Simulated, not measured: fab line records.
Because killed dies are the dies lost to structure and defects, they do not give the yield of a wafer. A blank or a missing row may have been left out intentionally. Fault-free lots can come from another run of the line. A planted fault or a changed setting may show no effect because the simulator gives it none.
The tool behind it: which one?    flow sky130    Sampling: 12 lots, 35 wafers, 3 of 708 route steps

## WHAT THE GAUGES READ, wafer by wafer
SKY_METAL5_RS_MEAS_05: measures by four-point-probe.
lot   measured      on             METAL5_ALCU_RS (ohm/sq)
L502  day 42 22:47  film_metro-03  0.0275 0.02725 0.02723
L505  day 43 18:43  film_metro-02  0.0269 0.02693 0.02726
L506  day 44 02:05  film_metro-03  0.0267 0.02724 0.02682
L507  day 44 13:19  film_metro-02  0.0267 0.02673 0.02691
L509  day 45 06:47  film_metro-02  0.02713 0.02705 0.02711
L513  day 46 02:14  film_metro-02  0.0268 0.02342
L515  day 46 18:19  film_metro-02  0.02691 0.02326 0.02681
L518  day 47 06:32  film_metro-02  0.02723 0.02729 0.02719
L519  day 47 20:14  film_metro-04  0.02721 0.02697 0.02682
L520  day 48 05:18  film_metro-04  0.027 0.02681 0.02687
L523  day 48 10:59  film_metro-04  0.02697 0.02694 0.02728
L524  day 48 14:55  film_metro-04  0.02701 0.02711 0.02707

SKY_METAL5_THK_MEAS_06: measures by xrf.
lot   measured      on             METAL5_ALCU_THK (nm)
L502  day 42 22:52  film_metro-03  1120 1138 1140
L505  day 43 18:50  film_metro-02  1154 1149 1140
L506  day 44 02:11  film_metro-03  1169 1147 1166
L507  day 44 13:26  film_metro-02  1169 1170 1156
L509  day 45 06:53  film_metro-02  1145 1150 1138
L513  day 46 02:21  film_metro-02  1154 1315
L515  day 46 18:25  film_metro-02  1154 1326 1153
L518  day 47 06:38  film_metro-02  1136 1135 1141
L519  day 47 20:21  film_metro-04  1150 1164 1166
L520  day 48 05:24  film_metro-04  1156 1168 1165
L523  day 48 11:05  film_metro-04  1157 1164 1148
L524  day 48 15:02  film_metro-04  1156 1149 1155

## EACH LOT AND THE TOOL THAT RAN IT (in order: tool; ch and the chambers of the sampled wafers; start)
lot   SKY_METAL5_SPUTTER_02
L502  pvd_sputter-01, day 42 22:36
L505  pvd_sputter-04, day 43 18:36
L506  pvd_sputter-01, day 44 01:57
L507  pvd_sputter-04, day 44 13:11
L509  pvd_sputter-02, day 45 06:37
L513  pvd_sputter-04, day 46 02:06
L515  pvd_sputter-04, day 46 18:10
L518  pvd_sputter-02, day 47 06:24
L519  pvd_sputter-01, day 47 20:07
L520  pvd_sputter-01, day 48 05:09
L523  pvd_sputter-02, day 48 10:49
L524  pvd_sputter-02, day 48 14:47
- SKY_METAL5_SPUTTER_02: material AlCu, target thk 1150 nm, time 61.2 s.

## AS READ BY THE TOOLS THEMSELVES (means over the sampled wafers that have a number; for cases with no such wafer, the mark the record gives instead)
SKY_METAL5_SPUTTER_02.
lot   tool            throttle_valve_pct (%)
L502  pvd_sputter-01  30.4
L505  pvd_sputter-04  30.1
L506  pvd_sputter-01  30.1
L507  pvd_sputter-04  30.3
L509  pvd_sputter-02  30.0
L513  pvd_sputter-04  29.6
L515  pvd_sputter-04  30.1
L518  pvd_sputter-02  29.4
L519  pvd_sputter-01  30.6
L520  pvd_sputter-01  31.2
L523  pvd_sputter-02  29.4
L524  pvd_sputter-02  29.9

## THE ANSWER, worked out from the rows above alone
Rule: the lots themselves supply what counts as usual. Put in order of their means at a reading, lots are off if they are a third of the lots or fewer, leave a main group of 4 or more, and stand apart from it by a gap of 3 or more times the standard deviation of the main group's means; of several such gaps the widest counts. A main group is skipped when, at the precision printed for the reading in the tables above, its means are all equal. A lot without any number at a reading at which 4 lots or more have one is off too. All remaining lots with rows at the step are treated as sound. Order of review: gauges by route order, followed by the tools' own readings, for which a lot's mean as printed above is used. The first step at which some lot is off is used, and at that step the reading that is off furthest; a lot without a number counts as furthest.
Off: L513, L515, seen at SKY_METAL5_RS_MEAS_05 (METAL5_ALCU_RS). Mean 0.027 ohm/sq and standard deviation 0.00015 in the main group.
If a tool, at a process step before that reading, ran all the lots that are off and no sound lot after the first of them, it fits. Gauges at SKY_METAL5_RS_MEAS_05: tried the same way as those tools. One fits: pvd_sputter-04 at SKY_METAL5_SPUTTER_02. A fault onset in the window from L507 (day 44 13:11, its last sound lot) to L513 (day 46 02:06, its first lot off) fits.

## WHAT THE SIMULATOR HAD INSERTED
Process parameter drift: pvd_sputter-04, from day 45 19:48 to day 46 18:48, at SKY_METAL5_SPUTTER_02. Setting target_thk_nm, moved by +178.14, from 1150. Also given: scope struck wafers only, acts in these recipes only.
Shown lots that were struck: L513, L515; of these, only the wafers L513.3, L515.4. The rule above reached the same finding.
